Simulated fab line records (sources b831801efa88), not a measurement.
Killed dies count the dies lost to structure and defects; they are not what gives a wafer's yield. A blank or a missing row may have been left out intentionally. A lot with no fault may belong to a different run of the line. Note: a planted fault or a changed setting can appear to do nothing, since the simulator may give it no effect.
Matching of chambers ; flow gf180mcu ; GF_V2_CMP_26 on cmp-01 has 4 sister chambers
The step polishes, stops on SiO2, t overpolish 15 s, target thk 0 nm. 8 wafers are shown with their chamber, then 10 later ones without.

== EACH WAFER AND ITS CHAMBER ==
wafer;chamber;motor_current_A (A);time_to_endpoint_s (s)
L080.6;2;11.3;87
L081.2;3;10.9;85
L081.4;2;11.1;90
L081.5;3;10.7;87
L083.5;0;11.7;91
L083.6;1;11.6;90
L087.3;0;10.5;89
L087.4;1;11.9;92

== WAFERS WHOSE CHAMBER IS MISSING ==
wafer;motor_current_A (A);time_to_endpoint_s (s)
L087.5;11.4;89
L089.1;10.7;89
L089.2;10.2;89
L089.3;11.8;89
L095.2;11.8;80
L095.5;11.3;85
L095.6;10.1;81
L096.3;11.7;84
L096.4;10.9;84
L096.6;10.8;85

== WHICH CHAMBER EACH WENT THROUGH ==
wafer;from the rows above;in truth
L087.5;can't be placed: 2 or 0 or 1 or 3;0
L089.1;can't be placed: 0 or 2 or 3 or 1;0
L089.2;can't be placed: 0 or 2 or 3 or 1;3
L089.3;can't be placed: 1 or 2 or 0 or 3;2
L095.2;can't be placed: 3 or 2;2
L095.5;can't be placed: 3 or 2 or 0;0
L095.6;can't be placed: 3 or 2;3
L096.3;can't be placed: 3 or 2 or 0 or 1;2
L096.4;can't be placed: 3 or 2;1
L096.6;can't be placed: 3 or 2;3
Correctly placed: 0 of 10. Not placeable from these rows: 10 (in 9, the candidates include the true chamber). Number placed wrongly: 0.
How it was worked out, from the rows above alone: a wafer's distance from a chamber is the root of the sum, over the readings, of the square of ((its reading less the chamber's mean) divided by the reading's scatter). The wafer belongs to the nearest chamber; if the next one is less than 2 further off, it can't be placed. A chamber's mean is the mean of its shown wafers. How the scatter is found: for the shown wafers, subtract from each reading the mean of its chamber, square and add these, divide the total by (wafers less chambers), then take the root.
